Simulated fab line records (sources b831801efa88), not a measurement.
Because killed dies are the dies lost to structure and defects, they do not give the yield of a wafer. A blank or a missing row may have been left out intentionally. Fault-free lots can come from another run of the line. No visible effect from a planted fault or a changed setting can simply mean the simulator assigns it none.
Matching of chambers :: flow gf180mcu :: pecvd-04 running GF_V1_CVD_02: 3 sister chambers
The step deposits SiO2 from TEOS, target thk 850 nm, time 94.851 s. 18 wafers are shown with their chamber, then 9 later ones without.

== WAFERS, EACH WITH ITS CHAMBER ==
wafer: L074.1
chamber: 0
heater power w (W): 568

wafer: L074.2
chamber: 1
heater power w (W): 653

wafer: L074.3
chamber: 2
heater power w (W): 583

wafer: L075.1
chamber: 0
heater power w (W): 621

wafer: L075.2
chamber: 1
heater power w (W): 631

wafer: L075.5
chamber: 1
heater power w (W): 661

wafer: L076.1
chamber: 2
heater power w (W): 590

wafer: L076.2
chamber: 0
heater power w (W): 583

wafer: L076.3
chamber: 1
heater power w (W): 587

wafer: L084.2
chamber: 1
heater power w (W): 558

wafer: L084.3
chamber: 2
heater power w (W): 694

wafer: L084.5
chamber: 1
heater power w (W): 618

wafer: L086.3
chamber: 0
heater power w (W): 617

wafer: L086.5
chamber: 0
heater power w (W): 632

wafer: L086.6
chamber: 2
heater power w (W): 662

wafer: L087.1
chamber: 0
heater power w (W): 584

wafer: L087.2
chamber: 2
heater power w (W): 584

wafer: L087.3
chamber: 1
heater power w (W): 673

SIGNATURES (averages over the wafers above)
reading: heater power w
chamber 0: 600.83
chamber 1: 625.86
chamber 2: 622.60
scatter within a chamber: 40.4
Rule: a wafer's distance from a chamber is the root of the sum, over the readings, of the square of ((its reading less the chamber's mean) divided by the reading's scatter). If the next closest chamber is less than 2 further off than the closest, the wafer can't be placed; otherwise it belongs to the closest. The scatter is the square root of a quotient: the sum, over the shown wafers, of each reading's squared deviation from its chamber's mean, divided by wafers minus chambers.

== WAFERS WITHOUT THEIR CHAMBER ==
wafer: L092.1
heater power w (W): 563

wafer: L092.2
heater power w (W): 616

wafer: L092.4
heater power w (W): 637

wafer: L093.1
heater power w (W): 626

wafer: L093.2
heater power w (W): 548

wafer: L093.5
heater power w (W): 569

wafer: L095.2
heater power w (W): 652

wafer: L095.4
heater power w (W): 526

wafer: L095.6
heater power w (W): 612

== EACH ONE'S CHAMBER ==
wafer: L092.1
from the rows above: can't be placed: 0 or 2 or 1
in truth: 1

wafer: L092.2
from the rows above: can't be placed: 2 or 1 or 0
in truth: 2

wafer: L092.4
from the rows above: can't be placed: 1 or 2 or 0
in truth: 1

wafer: L093.1
from the rows above: can't be placed: 1 or 2 or 0
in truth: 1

wafer: L093.2
from the rows above: can't be placed: 0 or 2 or 1
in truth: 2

wafer: L093.5
from the rows above: can't be placed: 0 or 2 or 1
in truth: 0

wafer: L095.2
from the rows above: can't be placed: 1 or 2 or 0
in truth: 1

wafer: L095.4
from the rows above: can't be placed: 0 or 2 or 1
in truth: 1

wafer: L095.6
from the rows above: can't be placed: 2 or 0 or 1
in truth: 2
Correctly placed: 0 of 9. Unplaceable from these rows: 9, with the true chamber sitting among the candidates in 9. 0 placed wrongly.
